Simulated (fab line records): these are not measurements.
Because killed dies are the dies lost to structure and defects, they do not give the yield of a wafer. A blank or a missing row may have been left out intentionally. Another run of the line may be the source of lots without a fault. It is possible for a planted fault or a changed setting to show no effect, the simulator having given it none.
8D (eight disciplines) problem report, filled in by code -- flow sfq line -- the parts of the form that need people (team, actions taken, sign-off) are left out

== 1. PROBLEM STATEMENT ==
oes product au at SFQ_TRILAYER_M6_BARC_OPEN_METAL_ETCH_206 reads a mean of 0.763 a.u. on 1 wafer of 1 lot; wafers without a fault read 0.685 a.u. with a standard deviation of 0.0046. That puts it +17 standard deviations away from the usual mean.
The step: etches BARC in O2, target depth 125 nm, time 41.7 s.
First observed at day 71 16:11: wafer L105.1, on rie metal-01. Wafers with a number at this step in the record: 15, from 5 lots. The rule behind "out" and "out of limits": a value lying over 4 standard deviations away from the usual mean. The other wafers with a number count as sound.

== 2. WHAT IT IS, AND WHAT IT ISN'T ==
question,is,is not
which readings at this step,"oes product au, run length s",drypump motor current A
which lots,L105,"L100, L114, L119, L998"
which wafers of those lots,L105.1,"L105.3, L105.5"
read on which tools,rie metal-01,"rie metal-03, rie metal-04"
when,from day 71 16:11,"up to then (8 sound wafers); but 6 sound wafers of L114, L119 came after"

== 3. THE SUSPECTS, EACH WITH WHAT RULES IT OUT ==
Counting: if a tool at a process step up to the reading ran every lot that is out, it stays a suspect. Sound lots after the first of them don't rule it out here, since some wafers of a struck lot are sound.
- pvd sputter-05 at SFQ_TRILAYER_M6_DEP_SPUTTER_157 (material Nb, target thk 200 nm, time 133.3 s): kept. The lot that is out, L105, ran on it at day 71 09:58; the last sound lot it ran before that was L100, at day 70 20:46.
- rie metal-01 at SFQ_TRILAYER_M6_BARC_OPEN_METAL_ETCH_206 (etches BARC in O2, target depth 125 nm, time 41.7 s): kept. The lot that is out, L105, ran on it at day 71 16:11; the last sound lot it ran before that was L998, at day 70 20:49. Out on those wafers are its own readings of oes product au, run length s.
After counting, pvd sputter-05 at SFQ_TRILAYER_M6_DEP_SPUTTER_157 and rie metal-01 at SFQ_TRILAYER_M6_BARC_OPEN_METAL_ETCH_206 remain.

== 4. THE CAUSE (what the simulator had put in) ==
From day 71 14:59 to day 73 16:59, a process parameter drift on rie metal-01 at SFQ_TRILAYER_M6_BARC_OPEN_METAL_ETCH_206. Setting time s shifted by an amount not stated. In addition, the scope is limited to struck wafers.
Counting leaves 2 suspects; this tool is one of them.

== 5. THE CHAIN OF EFFECTS, in route order ==
Rows list readings where the struck wafers' mean (over those with a number) sits beyond 3 standard deviations from the usual. Only readings whose record carries a usual standard deviation are examined. hours: median over the lots of the time between each lot's start at the first step of this table that gives one and its start at this step. sigmas: the change, counted in usual standard deviations.
hours,step,reading,usual,on struck wafers,change,sigmas
0,SFQ_TRILAYER_M6_BARC_OPEN_METAL_ETCH_206,oes product au,0.685 a.u.,0.763,+0.078,+17
0,SFQ_TRILAYER_M6_BARC_OPEN_METAL_ETCH_206,run length s,70.3 s,64.9,-5.4,-7.9
It contains these process steps:
- SFQ_TRILAYER_M6_BARC_OPEN_METAL_ETCH_206: etches BARC in O2, target depth 125 nm, time 41.7 s.

== 6. WHAT WOULD HAVE CAUGHT IT SOONER ==
In this record the first reading out of limits was taken at day 71 16:11, 1 hour after the fault began at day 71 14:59.
